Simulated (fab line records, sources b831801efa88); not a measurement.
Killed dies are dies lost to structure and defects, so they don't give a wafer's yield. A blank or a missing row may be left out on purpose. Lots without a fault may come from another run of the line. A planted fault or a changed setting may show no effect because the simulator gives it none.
Chamber matching | flow gf180mcu | GF_V2_CMP_26 on cmp-02: 4 sister chambers
The step polishes, stops on SiO2, t overpolish 15 s, target thk 0 nm. 14 wafers are shown with their chamber, then 7 later ones without.

WAFERS WITH THEIR CHAMBER
wafer  | chamber | motor_current_A (A) | time_to_endpoint_s (s) | overpolish_run_s (s)
L511.2 | 3       | 9.0                 | 78                     | 15.003
L511.3 | 0       | 11.6                | 86                     | 15.002
L511.6 | 3       | 9.7                 | 72                     | 14.983
L517.2 | 0       | 11.3                | 86                     | 15.002
L517.3 | 2       | 10.0                | 83                     | 14.985
L517.6 | 0       | 11.5                | 86                     | 15.007
L518.2 | 3       | 9.4                 | 74                     | 14.989
L518.3 | 1       | 9.4                 | 79                     | 15.001
L518.6 | 1       | 9.5                 | 78                     | 14.999
L520.2 | 0       | 10.9                | 92                     | 15.010
L520.4 | 3       | 9.9                 | 78                     | 15.003
L520.6 | 1       | 9.7                 | 85                     | 14.990
L521.1 | 1       | 9.6                 | 83                     | 14.996
L521.3 | 0       | 11.6                | 86                     | 15.002

SIGNATURES (means of the wafers above)
reading            | chamber 0 | chamber 1 | chamber 2 | chamber 3 | scatter within a chamber
motor_current_A    | 11.380    | 9.550     | 10.000    | 9.500     | 0.293
time_to_endpoint_s | 87.20     | 81.25     | 83.00     | 75.50     | 2.98
overpolish_run_s   | 15.00460  | 14.99650  | 14.98500  | 14.99450  | 0.00657
Rule: a wafer's distance from a chamber is the root of the sum, over the readings, of the square of ((its reading less the chamber's mean) divided by the reading's scatter). The wafer belongs to the nearest chamber; if the next one is less than 2 further off, it can't be placed. The scatter: the root of (the sum of the squares of (reading less its chamber's mean) over the shown wafers, divided by (wafers less chambers)).

WAFERS WITHOUT THEIR CHAMBER
wafer  | motor_current_A (A) | time_to_endpoint_s (s) | overpolish_run_s (s)
L521.5 | 9.0                 | 79                     | 14.996
L524.1 | 9.6                 | 84                     | 14.993
L524.2 | 9.9                 | 83                     | 14.983
L524.6 | 9.7                 | 82                     | 14.991
L525.4 | 9.7                 | 78                     | 14.997
L525.5 | 9.5                 | 83                     | 14.993
L525.6 | 11.8                | 82                     | 15.013

WHICH CHAMBER EACH WENT THROUGH
wafer  | from the rows above          | in truth
L521.5 | can't be placed: 1 or 3      | 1
L524.1 | can't be placed: 1 or 2 or 3 | 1
L524.2 | can't be placed: 2 or 1      | 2
L524.6 | can't be placed: 1 or 2 or 3 | 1
L525.4 | can't be placed: 3 or 1 or 2 | 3
L525.5 | can't be placed: 1 or 2 or 3 | 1
L525.6 | 0                            | 0
Placed correctly: 1 of 7. Can't be placed from these rows: 6 (the true chamber is among the candidates in 6). Placed wrongly: 0.
